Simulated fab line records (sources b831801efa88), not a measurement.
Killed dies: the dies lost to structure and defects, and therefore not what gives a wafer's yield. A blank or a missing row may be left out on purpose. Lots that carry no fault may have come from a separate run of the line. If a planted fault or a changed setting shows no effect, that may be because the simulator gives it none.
fab line records / flow gf180mcu / part 2 of 2: steps 29 to 41 of 41
record lots=5 wafers=15 last_day=33
route steps=602 shown CONTACT@312 M1@315 V1@335
lots that met no fault: taken from a fault-free run of the same line
start_h: start of the lot's first displayed wafer, in hours after the record's first day / wait_h: time in hours since the lot's previous step / " as in the row above / L1.1+2: one row covering several wafers at once / - no value, or no start was given / * or withheld: withheld / < > ~ a bound
route shown NAME@n: NAME is a module with steps in the file, n the number in the route of the first one / usual: average and standard deviation across the fault-free wafers / same: alike in all rows / chamber/n: place in a boat / sites: readings site by site / _std_site: how widely they spread, as a standard deviation / _edge_site: outer sites' mean less inner sites' / radius_mm: how far each site lies from the wafer's centre / mask NAME#n: copy n / behind: the tool/chamber that last shaped the wafer / hold: cause of the lot's hold/its duration in hours/its outcome / device: names the non-switching transistor (n, p or np) / end of line: the route-end tests of the same wafers / where a step has no rows: the recipe by itself / killed: the dies lost at the first sort to structure and to defects; this is not the yield of the wafer / map: per-die view of a wafer (x killed, . not killed, _ where there is no die)
set.NAME: setting as actually run; set.NAME@STEP: the setting as run at that earlier step / model.NAME: the simulator's own value behind a step, which no gauge read
lots at selected steps of the route; one table per step, one row per wafer
services: when a tool's chamber went out of use (start_h, in hours from the record's first day, below 0 if earlier), for how many hours, and the reason
## steps
# step GF_V1_BOW_MEAS_05
# recipe mode=bow
# usual V1_BOW=84/7.6
lot.wafer=L081.2 tool=film_metro-04 chamber=- start_h=468.24 wait_h=0.1 V1_BOW[um]=83
lot.wafer=L081.4 tool=film_metro-04 chamber=- start_h=468.24 wait_h=0.1 V1_BOW[um]=89
lot.wafer=L081.5 tool=film_metro-04 chamber=- start_h=468.24 wait_h=0.1 V1_BOW[um]=92
lot.wafer=L087.4 tool=film_metro-04 chamber=- start_h=509.68 wait_h=0.3 V1_BOW[um]=85
lot.wafer=L087.5 tool=film_metro-04 chamber=- start_h=509.68 wait_h=0.3 V1_BOW[um]=78
lot.wafer=L087.6 tool=film_metro-04 chamber=- start_h=509.68 wait_h=0.3 V1_BOW[um]=73
lot.wafer=L089.1 tool=film_metro-02 chamber=- start_h=530.22 wait_h=0.2 V1_BOW[um]=88
lot.wafer=L089.3 tool=film_metro-02 chamber=- start_h=530.22 wait_h=0.2 V1_BOW[um]=84
lot.wafer=L089.4 tool=film_metro-02 chamber=- start_h=530.22 wait_h=0.2 V1_BOW[um]=77
lot.wafer=L090.2 tool=film_metro-01 chamber=- start_h=536.40 wait_h=0.2 V1_BOW[um]=86
lot.wafer=L090.3 tool=film_metro-01 chamber=- start_h=536.40 wait_h=0.2 V1_BOW[um]=85
lot.wafer=L090.5 tool=film_metro-01 chamber=- start_h=536.40 wait_h=0.2 V1_BOW[um]=87
lot.wafer=L092.1 tool=film_metro-04 chamber=- start_h=551.72 wait_h=0.1 V1_BOW[um]=92
lot.wafer=L092.4 tool=film_metro-04 chamber=- start_h=551.72 wait_h=0.1 V1_BOW[um]=91
lot.wafer=L092.6 tool=film_metro-04 chamber=- start_h=551.72 wait_h=0.1 V1_BOW[um]=88
# step GF_V1_DEHYDRATE_06
# recipe temp_c=200 time_s=60
lot.wafer=L081.2+4+5 tool=litho_track-03 chamber=0 start_h=480.20 wait_h=11.9
lot.wafer=L087.4+5+6 tool=litho_track-03 chamber=0 start_h=521.00 wait_h=11.3
lot.wafer=L089.1+3+4 tool=litho_track-04 chamber=0 start_h=541.34 wait_h=11.1
lot.wafer=L090.2+3+5 tool=litho_track-02 chamber=0 start_h=547.33 wait_h=10.9
lot.wafer=L092.1+4+6 tool=litho_track-02 chamber=0 start_h=562.21 wait_h=10.5
# step GF_V1_HMDS_07
# recipe prime_time_s=60 prime_temp_c=120
lot.wafer=L081.2+4+5 tool=litho_track-03 chamber=0 start_h=480.35 wait_h=0.1
lot.wafer=L087.4+5+6 tool=litho_track-03 chamber=0 start_h=521.15 wait_h=0.1
lot.wafer=L089.1+3+4 tool=litho_track-04 chamber=0 start_h=541.49 wait_h=0.1
lot.wafer=L090.2+3+5 tool=litho_track-02 chamber=0 start_h=547.48 wait_h=0.1
lot.wafer=L092.1+4+6 tool=litho_track-02 chamber=0 start_h=562.36 wait_h=0.1
# step GF_V1_COAT_08
# recipe resist=BARC temp_c=withheld time_s=withheld spin_rpm=withheld resist_thk_nm=withheld
lot.wafer=L081.2+4+5 tool=litho_track-03 chamber=0 start_h=480.50 wait_h=0.1
lot.wafer=L087.4+5+6 tool=litho_track-03 chamber=0 start_h=521.30 wait_h=0.1
lot.wafer=L089.1+3+4 tool=litho_track-04 chamber=0 start_h=541.64 wait_h=0.1
lot.wafer=L090.2+3+5 tool=litho_track-02 chamber=0 start_h=547.63 wait_h=0.1
lot.wafer=L092.1+4+6 tool=litho_track-02 chamber=0 start_h=562.51 wait_h=0.1
# step GF_V1_COAT_09
# recipe resist=KrF spin_rpm=withheld resist_thk_nm=1000
lot.wafer=L081.2+4+5 tool=litho_track-03 chamber=0 start_h=- wait_h=-
lot.wafer=L087.4+5+6 tool=litho_track-03 chamber=0 start_h=- wait_h=-
lot.wafer=L089.1+3+4 tool=litho_track-04 chamber=0 start_h=- wait_h=-
lot.wafer=L090.2+3+5 tool=litho_track-02 chamber=0 start_h=- wait_h=-
lot.wafer=L092.1+4+6 tool=litho_track-02 chamber=0 start_h=- wait_h=-
# step GF_V1_SOFTBAKE_10
# recipe temp_c=130 time_s=60 resist=KrF
lot.wafer=L081.2+4+5 tool=litho_track-03 chamber=0 start_h=- wait_h=-
lot.wafer=L087.4+5+6 tool=litho_track-03 chamber=0 start_h=- wait_h=-
lot.wafer=L089.1+3+4 tool=litho_track-04 chamber=0 start_h=- wait_h=-
lot.wafer=L090.2+3+5 tool=litho_track-02 chamber=0 start_h=- wait_h=-
lot.wafer=L092.1+4+6 tool=litho_track-02 chamber=0 start_h=- wait_h=-
# step GF_V1_EXPOSE_11
# recipe mask_id=Via1 target_cd_nm=260 na=0.68 source_shape=conventional sigma_outer=0.6 dose_mj=38
# usual focus_offset_nm=0.0/0.5
lot.wafer=L081.2 tool=krf_scanner-01 chamber=0 start_h=- wait_h=- mask=Via1#0 focus_offset_nm=-1.6
lot.wafer=L081.4 tool=krf_scanner-01 chamber=0 start_h=- wait_h=- mask=Via1#0 focus_offset_nm=-0.3
lot.wafer=L081.5 tool=krf_scanner-01 chamber=0 start_h=- wait_h=- mask=Via1#0 focus_offset_nm=-0.2
lot.wafer=L087.4 tool=krf_scanner-01 chamber=0 start_h=- wait_h=- mask=Via1#0 focus_offset_nm=0.4
lot.wafer=L087.5 tool=krf_scanner-01 chamber=0 start_h=- wait_h=- mask=Via1#0 focus_offset_nm=1.1
lot.wafer=L087.6 tool=krf_scanner-01 chamber=0 start_h=- wait_h=- mask=Via1#0 focus_offset_nm=0.6
lot.wafer=L089.1 tool=krf_scanner-01 chamber=0 start_h=- wait_h=- mask=Via1#0 focus_offset_nm=-0.2
lot.wafer=L089.3 tool=krf_scanner-01 chamber=0 start_h=- wait_h=- mask=Via1#0 focus_offset_nm=-0.8
lot.wafer=L089.4 tool=krf_scanner-01 chamber=0 start_h=- wait_h=- mask=Via1#0 focus_offset_nm=0.2
lot.wafer=L090.2 tool=krf_scanner-02 chamber=0 start_h=- wait_h=- mask=Via1#0 focus_offset_nm=0.0
lot.wafer=L090.3 tool=krf_scanner-02 chamber=0 start_h=- wait_h=- mask=Via1#0 focus_offset_nm=-0.1
lot.wafer=L090.5 tool=krf_scanner-02 chamber=0 start_h=- wait_h=- mask=Via1#0 focus_offset_nm=0.1
lot.wafer=L092.1 tool=krf_scanner-01 chamber=0 start_h=- wait_h=- mask=Via1#0 focus_offset_nm=0.1
lot.wafer=L092.4 tool=krf_scanner-01 chamber=0 start_h=- wait_h=- mask=Via1#0 focus_offset_nm=-0.2
lot.wafer=L092.6 tool=krf_scanner-01 chamber=0 start_h=- wait_h=- mask=Via1#0 focus_offset_nm=0.6
# step GF_V1_PEB_12
# recipe peb_temp_c=135 peb_time_s=90 resist=KrF
lot.wafer=L081.2+4+5 tool=litho_track-03 chamber=0 start_h=- wait_h=-
lot.wafer=L087.4+5+6 tool=litho_track-03 chamber=0 start_h=- wait_h=-
lot.wafer=L089.1+3+4 tool=litho_track-03 chamber=0 start_h=- wait_h=-
lot.wafer=L090.2+3+5 tool=litho_track-02 chamber=0 start_h=- wait_h=-
lot.wafer=L092.1+4+6 tool=litho_track-03 chamber=0 start_h=- wait_h=-
# step GF_V1_DEVELOP_13
# recipe develop_time_s=60 resist=KrF dev_temp_c=21
lot.wafer=L081.2+4+5 tool=litho_track-03 chamber=0 start_h=492.45 wait_h=0.2
lot.wafer=L087.4+5+6 tool=litho_track-03 chamber=0 start_h=533.25 wait_h=0.1
lot.wafer=L089.1+3+4 tool=litho_track-03 chamber=0 start_h=553.18 wait_h=0.2
lot.wafer=L090.2+3+5 tool=litho_track-02 chamber=0 start_h=558.88 wait_h=0.2
lot.wafer=L092.1+4+6 tool=litho_track-03 chamber=0 start_h=573.98 wait_h=0.2
# step GF_V1_CD_MEAS_14
# recipe target_cd_nm=260
# usual cd_nm=259.9/1.3
lot.wafer=L081.2 tool=cd_sem-01 chamber=- start_h=492.60 wait_h=0.1 cd_nm=259.5
lot.wafer=L081.4 tool=cd_sem-01 chamber=- start_h=492.60 wait_h=0.1 cd_nm=260.2
lot.wafer=L081.5 tool=cd_sem-01 chamber=- start_h=492.60 wait_h=0.1 cd_nm=259.2
lot.wafer=L087.4 tool=cd_sem-01 chamber=- start_h=533.39 wait_h=0.1 cd_nm=260.2
lot.wafer=L087.5 tool=cd_sem-01 chamber=- start_h=533.39 wait_h=0.1 cd_nm=260.0
lot.wafer=L087.6 tool=cd_sem-01 chamber=- start_h=533.39 wait_h=0.1 cd_nm=259.9
lot.wafer=L089.1 tool=cd_sem-01 chamber=- start_h=553.33 wait_h=0.1 cd_nm=260.1
lot.wafer=L089.3 tool=cd_sem-01 chamber=- start_h=553.33 wait_h=0.1 cd_nm=259.8
lot.wafer=L089.4 tool=cd_sem-01 chamber=- start_h=553.33 wait_h=0.1 cd_nm=258.9
lot.wafer=L090.2 tool=cd_sem-02 chamber=- start_h=559.03 wait_h=0.1 cd_nm=260.9
lot.wafer=L090.3 tool=cd_sem-02 chamber=- start_h=559.03 wait_h=0.1 cd_nm=259.1
lot.wafer=L090.5 tool=cd_sem-02 chamber=- start_h=559.03 wait_h=0.1 cd_nm=259.1
lot.wafer=L092.1 tool=cd_sem-01 chamber=- start_h=574.13 wait_h=0.1 cd_nm=259.5
lot.wafer=L092.4 tool=cd_sem-01 chamber=- start_h=574.13 wait_h=0.1 cd_nm=259.0
lot.wafer=L092.6 tool=cd_sem-01 chamber=- start_h=574.13 wait_h=0.1 cd_nm=258.8
# step GF_V1_OVL_MEAS_15
# usual V1_OVL=-2/6.3
lot.wafer=L081.2 tool=overlay-02 chamber=- start_h=492.71 wait_h=0.1 V1_OVL[nm]=7
lot.wafer=L081.4 tool=overlay-02 chamber=- start_h=492.71 wait_h=0.1 V1_OVL[nm]=11
lot.wafer=L081.5 tool=overlay-02 chamber=- start_h=492.71 wait_h=0.1 V1_OVL[nm]=-1
lot.wafer=L087.4 tool=overlay-02 chamber=- start_h=533.47 wait_h=0.1 V1_OVL[nm]=5
lot.wafer=L087.5 tool=overlay-02 chamber=- start_h=533.47 wait_h=0.1 V1_OVL[nm]=-10
lot.wafer=L087.6 tool=overlay-02 chamber=- start_h=533.47 wait_h=0.1 V1_OVL[nm]=-8
lot.wafer=L089.1 tool=overlay-01 chamber=- start_h=553.45 wait_h=0.1 V1_OVL[nm]=0
lot.wafer=L089.3 tool=overlay-01 chamber=- start_h=553.45 wait_h=0.1 V1_OVL[nm]=-5
lot.wafer=L089.4 tool=overlay-01 chamber=- start_h=553.45 wait_h=0.1 V1_OVL[nm]=6
lot.wafer=L090.2 tool=overlay-01 chamber=- start_h=559.13 wait_h=0.1 V1_OVL[nm]=-4
lot.wafer=L090.3 tool=overlay-01 chamber=- start_h=559.13 wait_h=0.1 V1_OVL[nm]=-8
lot.wafer=L090.5 tool=overlay-01 chamber=- start_h=559.13 wait_h=0.1 V1_OVL[nm]=-10
lot.wafer=L092.1 tool=overlay-02 chamber=- start_h=574.25 wait_h=0.1 V1_OVL[nm]=5
lot.wafer=L092.4 tool=overlay-02 chamber=- start_h=574.25 wait_h=0.1 V1_OVL[nm]=6
lot.wafer=L092.6 tool=overlay-02 chamber=- start_h=574.25 wait_h=0.1 V1_OVL[nm]=4
# step GF_V1_ETCH_16
# recipe chemistry=N2/H2 target_depth_a=withheld overetch_a=withheld time_s=withheld target=BARC ion_energy_ev=200 source_w=500 bias_w=100 pressure_mtorr=30 n2_flow_sccm=100 h2_flow_sccm=200
# usual drypump_motor_current_A=5.7/0.59 oes_product_au=0.855/0.0044 throttle_valve_pct=13.225/0.0085
lot.wafer=L081.2 tool=rie_diel-01 chamber=1 start_h=492.74 wait_h=0.0 drypump_motor_current_A=5.8 oes_product_au=0.849 throttle_valve_pct=13.232
lot.wafer=L081.4 tool=rie_diel-01 chamber=3 start_h=492.74 wait_h=0.0 drypump_motor_current_A=5.7 oes_product_au=0.854 throttle_valve_pct=13.219
lot.wafer=L081.5 tool=rie_diel-01 chamber=3 start_h=492.74 wait_h=0.0 drypump_motor_current_A=5.7 oes_product_au=0.851 throttle_valve_pct=13.235
lot.wafer=L087.4 tool=rie_diel-04 chamber=2 start_h=533.48 wait_h=0.0 drypump_motor_current_A=6.5 oes_product_au=0.860 throttle_valve_pct=13.236
lot.wafer=L087.5 tool=rie_diel-04 chamber=1 start_h=533.48 wait_h=0.0 drypump_motor_current_A=5.0 oes_product_au=0.850 throttle_valve_pct=13.227
lot.wafer=L087.6 tool=rie_diel-04 chamber=2 start_h=533.48 wait_h=0.0 drypump_motor_current_A=6.5 oes_product_au=0.859 throttle_valve_pct=13.219
lot.wafer=L089.1 tool=rie_diel-02 chamber=1 start_h=553.48 wait_h=0.0 drypump_motor_current_A=5.7 oes_product_au=0.847 throttle_valve_pct=13.231
lot.wafer=L089.3 tool=rie_diel-02 chamber=2 start_h=553.48 wait_h=0.0 drypump_motor_current_A=4.9 oes_product_au=0.850 throttle_valve_pct=13.229
lot.wafer=L089.4 tool=rie_diel-02 chamber=0 start_h=553.48 wait_h=0.0 drypump_motor_current_A=5.8 oes_product_au=0.852 throttle_valve_pct=13.231
lot.wafer=L090.2 tool=rie_diel-01 chamber=0 start_h=559.16 wait_h=0.0 drypump_motor_current_A=5.3 oes_product_au=0.853 throttle_valve_pct=13.228
lot.wafer=L090.3 tool=rie_diel-01 chamber=1 start_h=559.16 wait_h=0.0 drypump_motor_current_A=5.8 oes_product_au=0.853 throttle_valve_pct=13.211
lot.wafer=L090.5 tool=rie_diel-01 chamber=1 start_h=559.16 wait_h=0.0 drypump_motor_current_A=5.8 oes_product_au=0.851 throttle_valve_pct=13.216
lot.wafer=L092.1 tool=rie_diel-04 chamber=1 start_h=574.28 wait_h=0.0 drypump_motor_current_A=5.1 oes_product_au=0.852 throttle_valve_pct=13.233
lot.wafer=L092.4 tool=rie_diel-04 chamber=0 start_h=574.28 wait_h=0.0 drypump_motor_current_A=6.7 oes_product_au=0.850 throttle_valve_pct=13.230
lot.wafer=L092.6 tool=rie_diel-04 chamber=0 start_h=574.28 wait_h=0.0 drypump_motor_current_A=6.7 oes_product_au=0.851 throttle_valve_pct=13.227
# step GF_V1_ETCH_17
# recipe chemistry=C4F8/O2/Ar mask_material=KrF target=SiO2 stop_on=TiN source_w=1500 bias_w=1200 pressure_mtorr=40 c4f8_flow_sccm=withheld O2_flow_sccm=6 Ar_flow_sccm=300 time_s=withheld target_depth_a=6300
# usual oes_product_au=0.855/0.0049
lot.wafer=L081.2 tool=rie_diel-01 chamber=1 start_h=- wait_h=- oes_product_au=0.860
lot.wafer=L081.4 tool=rie_diel-01 chamber=3 start_h=- wait_h=- oes_product_au=0.851
lot.wafer=L081.5 tool=rie_diel-01 chamber=3 start_h=- wait_h=- oes_product_au=0.852
lot.wafer=L087.4 tool=rie_diel-04 chamber=2 start_h=- wait_h=- oes_product_au=0.860
lot.wafer=L087.5 tool=rie_diel-04 chamber=1 start_h=- wait_h=- oes_product_au=0.859
lot.wafer=L087.6 tool=rie_diel-04 chamber=2 start_h=- wait_h=- oes_product_au=0.858
lot.wafer=L089.1 tool=rie_diel-02 chamber=1 start_h=- wait_h=- oes_product_au=0.857
lot.wafer=L089.3 tool=rie_diel-02 chamber=2 start_h=- wait_h=- oes_product_au=0.857
lot.wafer=L089.4 tool=rie_diel-02 chamber=0 start_h=- wait_h=- oes_product_au=0.860
lot.wafer=L090.2 tool=rie_diel-01 chamber=0 start_h=- wait_h=- oes_product_au=0.853
lot.wafer=L090.3 tool=rie_diel-01 chamber=1 start_h=- wait_h=- oes_product_au=0.847
lot.wafer=L090.5 tool=rie_diel-01 chamber=1 start_h=- wait_h=- oes_product_au=0.852
lot.wafer=L092.1 tool=rie_diel-04 chamber=1 start_h=- wait_h=- oes_product_au=0.855
lot.wafer=L092.4 tool=rie_diel-04 chamber=0 start_h=- wait_h=- oes_product_au=0.864
lot.wafer=L092.6 tool=rie_diel-04 chamber=0 start_h=- wait_h=- oes_product_au=0.847
## services
tool=cmp-02 chamber=- start_h=420.25 hours=2.7 kind=repair
tool=rie_diel-01 chamber=- start_h=428.56 hours=0.4 kind=repair
tool=rie_diel-01 chamber=1 start_h=433.09 hours=2.9 kind=repair
tool=rie_diel-04 chamber=3 start_h=435.06 hours=4.3 kind=repair
tool=cmp-01 chamber=- start_h=448.24 hours=4.1 kind=pm
tool=pvd_sputter-03 chamber=- start_h=459.16 hours=3.8 kind=repair
tool=wet_bench-02 chamber=- start_h=461.26 hours=1.9 kind=pm
tool=cmp-01 chamber=- start_h=463.14 hours=1.3 kind=repair
tool=cmp-02 chamber=- start_h=464.34 hours=3.3 kind=repair
tool=cmp-02 chamber=- start_h=473.06 hours=5.7 kind=repair
tool=plasma_asher-04 chamber=- start_h=476.55 hours=2.8 kind=pm
tool=pecvd-01 chamber=- start_h=485.02 hours=0.7 kind=repair
tool=pecvd-01 chamber=- start_h=485.99 hours=1.3 kind=repair
tool=krf_scanner-01 chamber=- start_h=489.62 hours=0.4 kind=repair
tool=rie_metal-04 chamber=1 start_h=491.68 hours=3.5 kind=repair
tool=pvd_sputter-03 chamber=- start_h=495.60 hours=1.7 kind=repair
tool=rie_diel-04 chamber=2 start_h=498.91 hours=4.0 kind=repair
tool=pecvd-01 chamber=- start_h=503.82 hours=1.4 kind=repair
tool=krf_scanner-01 chamber=- start_h=505.31 hours=0.8 kind=pm
tool=cmp-02 chamber=- start_h=515.43 hours=0.6 kind=repair
tool=krf_scanner-01 chamber=- start_h=536.94 hours=1.3 kind=pm
tool=krf_scanner-01 chamber=- start_h=561.70 hours=1.0 kind=pm
tool=cmp-01 chamber=- start_h=572.26 hours=0.3 kind=repair
tool=cmp-02 chamber=- start_h=572.51 hours=4.0 kind=pm
